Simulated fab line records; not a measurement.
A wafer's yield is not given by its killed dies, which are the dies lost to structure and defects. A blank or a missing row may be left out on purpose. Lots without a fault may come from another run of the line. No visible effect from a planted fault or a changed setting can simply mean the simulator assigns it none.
Which tool is to blame? -- flow gf180mcu -- Sampling: 13 lots, 39 wafers, 6 of 602 route steps

## WHAT THE GAUGES SHOWED, per wafer
GF_HV_LDD_TW_MEAS_11. Usual: for HV_LDD_TW the level is 2400 and the standard deviation is 23.
lot,measured,on,HV_LDD_TW,flag
L595,day 10 07:55,film metro-01,2360 2364 2371,
L596,day 10 07:59,film metro-02,2380 2385 2370,
L598,day 11 03:46,film metro-02,2397 2399 2421,
L597,day 11 06:04,film metro-02,2413 2402 2419,
L599,day 11 06:19,film metro-02,2388 2404 2411,
L600,day 11 21:53,film metro-04,2435 2435 2425,
L601,day 11 21:56,film metro-02,2416 2410 2400,
L606,day 13 10:23,film metro-04,2445 2419 2419,
L608,day 14 01:33,film metro-02,2394 2397 2391,
L609,day 14 10:05,film metro-02,2405 2400 2384,
L611,day 14 20:33,film metro-04,2434 2430 2428,
L612,day 15 04:50,film metro-01,2370 2379 2358,
L618,day 17 04:26,film metro-01,2367 2372 2379,

GF_HV_LDD_THK_MEAS_57. Usual: for HV_LDD_CVD_56_THK the level is 89.8 nm and the standard deviation is 0.78.
lot,measured,on,HV_LDD_CVD_56_THK (nm),flag
L595,day 12 19:37,film metro-02,90.1 90.7 89.5,
L596,day 12 21:02,film metro-04,89.7 89.0 88.9,
L598,day 13 18:23,film metro-01,90.4 89.4 90.2,
L597,day 13 19:49,film metro-02,91.4 89.9 90.8,
L599,day 13 21:15,film metro-04,90.4 91.4 90.1,
L600,day 14 14:28,film metro-01,90.8 91.4 90.8,
L601,day 14 14:28,film metro-02,89.4 89.4 89.9,
L606,day 16 07:16,film metro-04,89.5 90.3 89.7,
L608,day 16 21:57,film metro-04,96.3 97.2 96.4,OFF
L609,day 17 07:05,film metro-04,96.3 96.6 96.2,OFF
L611,day 17 17:59,film metro-01,90.2 90.2 90.8,
L612,day 18 03:53,film metro-04,90.6 90.4 90.0,
L618,day 20 07:40,film metro-04,89.9 90.6 90.2,

GF_V2_BOW_MEAS_05. Usual: for V2_BOW the level is 100 um and the standard deviation is 6.9.
lot,measured,on,V2_BOW (um),flag
L595,day 19 13:53,film metro-04,98 97 97,
L596,day 19 16:09,film metro-04,112 108 107,
L598,day 20 16:53,film metro-04,99 111 103,
L597,day 20 17:20,film metro-01,105 96 108,
L599,day 20 20:10,film metro-04,88 99 95,
L600,day 21 14:50,film metro-02,97 104 105,
L601,day 21 15:56,film metro-02,110 108 103,
L606,day 23 12:52,film metro-02,104 105 112,
L608,day 24 03:07,film metro-02,107 95 112,
L609,day 24 12:06,film metro-04,99 92 95,
L611,day 24 23:28,film metro-04,120 106 98,
L612,day 25 06:27,film metro-02,100 101 92,
L618,day 27 04:10,film metro-02,100 99 87,

GF_M3_OVL_MEAS_15. Usual: for M3_OVL the level is 0 nm and the standard deviation is 4.9.
lot,measured,on,M3_OVL (nm),flag
L595,day 21 16:08,overlay-02,3 6 6,
L596,day 21 18:35,overlay-01,3 -1 2,
L598,day 22 18:31,overlay-01,-4 -11 -4,
L597,day 22 19:11,overlay-02,-5 -5 8,
L599,day 22 21:20,overlay-02,10 3 11,
L600,day 23 14:01,overlay-02,0 5 -2,
L601,day 23 16:12,overlay-02,0 1 3,
L606,day 25 09:49,overlay-01,-7 -4 -6,
L608,day 25 23:32,overlay-01,3 -5 0,
L609,day 26 07:34,overlay-01,5 -1 4,
L611,day 26 18:34,overlay-01,-10 -8 -10,
L612,day 27 01:39,overlay-01,3 8 5,
L618,day 28 20:22,overlay-01,5 5 5,

## WHAT TOOL EACH LOT RAN ON (gives the tool, then ch and the chambers of the sampled wafers, and finally the start)
lot,GF_HV_LDD_CVD_56,GF_HV_LDD_ETCHBACK_58
L595,"lpcvd-02 ch 1, day 12 18:09","rie diel-03 ch 1,2,3, day 12 19:38"
L596,"lpcvd-02 ch 1, day 12 19:35","rie diel-04 ch 1,3, day 12 21:05"
L598,"lpcvd-01 ch 0, day 13 16:56","rie diel-02 ch 1,3, day 13 18:26"
L597,"lpcvd-01 ch 1, day 13 18:22","rie diel-02 ch 1,2,3, day 13 19:52"
L599,"lpcvd-01 ch 1, day 13 19:48","rie diel-04 ch 0,1,3, day 13 21:17"
L600,"lpcvd-01 ch 0, day 14 13:01","rie diel-03 ch 1,2, day 14 14:31"
L601,"lpcvd-01 ch 0, day 14 13:01","rie diel-04 ch 0,2,3, day 14 14:31"
L606,"lpcvd-02 ch 1, day 16 05:50","rie diel-04 ch 0,1,3, day 16 07:20"
L608,"lpcvd-02 ch 0, day 16 20:31","rie diel-02 ch 1,2,3, day 16 22:00"
L609,"lpcvd-02 ch 0, day 17 05:39","rie diel-02 ch 0,1,3, day 17 07:08"
L611,"lpcvd-01 ch 1, day 17 16:32","rie diel-04 ch 1,2, day 17 18:01"
L612,"lpcvd-01 ch 0, day 18 02:27","rie diel-02 ch 0,1,3, day 18 03:56"
L618,"lpcvd-01 ch 1, day 20 06:14","rie diel-02 ch 0,1,2, day 20 07:44"
- GF_HV_LDD_CVD_56: deposits Si3N4 from DCS/NH3, target thk 90 nm, time 1543 s.
- GF_HV_LDD_ETCHBACK_58: etches Si3N4 in CH3F/O2, stops on SiO2, time 100 s, target depth 90 nm.

## WHAT THE TOOLS THEMSELVES READ (means of the sampled wafers that have a number; where no wafer has one, the mark that the record gives instead)
GF_HV_LDD_ETCHBACK_58. Usual: drypump motor current A 5.7 A, standard deviation 0.34; oes product au 0.841 a.u., standard deviation 0.0059; throttle valve pct 10.561 %, standard deviation 0.0094.
lot,tool,drypump motor current A (A),oes product au (a.u.),throttle valve pct (%),flag
L595,rie diel-03,5.5,0.841,10.560,
L596,rie diel-04,6.1,0.841,10.559,
L598,rie diel-02,5.4,0.841,10.565,
L597,rie diel-02,5.6,0.846,10.556,
L599,rie diel-04,5.9,0.843,10.562,
L600,rie diel-03,5.6,0.844,10.557,
L601,rie diel-04,6.0,0.838,10.566,
L606,rie diel-04,5.9,0.841,10.555,
L608,rie diel-02,5.6,0.874,10.551,OFF
L609,rie diel-02,5.6,0.877,10.572,OFF
L611,rie diel-04,5.8,0.839,10.563,
L612,rie diel-02,5.6,0.848,10.563,
L618,rie diel-02,5.8,0.843,10.569,

## THE ANSWER, worked out from the rows above alone
Rule: a lot is off if the mean of its wafers that have a number lies more than 3 standard deviations from the usual mean. A lot without any number at a reading at which 4 lots or more have one is off too. Where the step has rows for the other lots, those lots are counted as sound. Order of review: gauges by route order, followed by the tools' own readings, for which a lot's mean as printed above is used. At the first step where some lot is off, the reading lying furthest off is the one used; lots without a number count as furthest.
Off: L608, L609, at GF_HV_LDD_THK_MEAS_57 (HV_LDD_CVD_56_THK).
If a tool, at a process step before that reading, ran all the lots that are off and no sound lot after the first of them, it fits. Not tried: the gauges at GF_HV_LDD_THK_MEAS_57; whatever is off there is also off at GF_HV_LDD_ETCHBACK_58, on other tools, and gauge error can't account for it. One fits: GF_HV_LDD_CVD_56 on lpcvd-02. Its last sound lot is L606 (day 16 05:50), its first lot that is off L608 (day 16 20:31): a fault that began between those two fits.

## WHAT THE SIMULATOR HAD PUT IN
lpcvd-02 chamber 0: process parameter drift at GF_HV_LDD_CVD_56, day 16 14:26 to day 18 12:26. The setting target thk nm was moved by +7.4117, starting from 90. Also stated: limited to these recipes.
Lots struck among those shown: L608, L609. The rule above found the same.
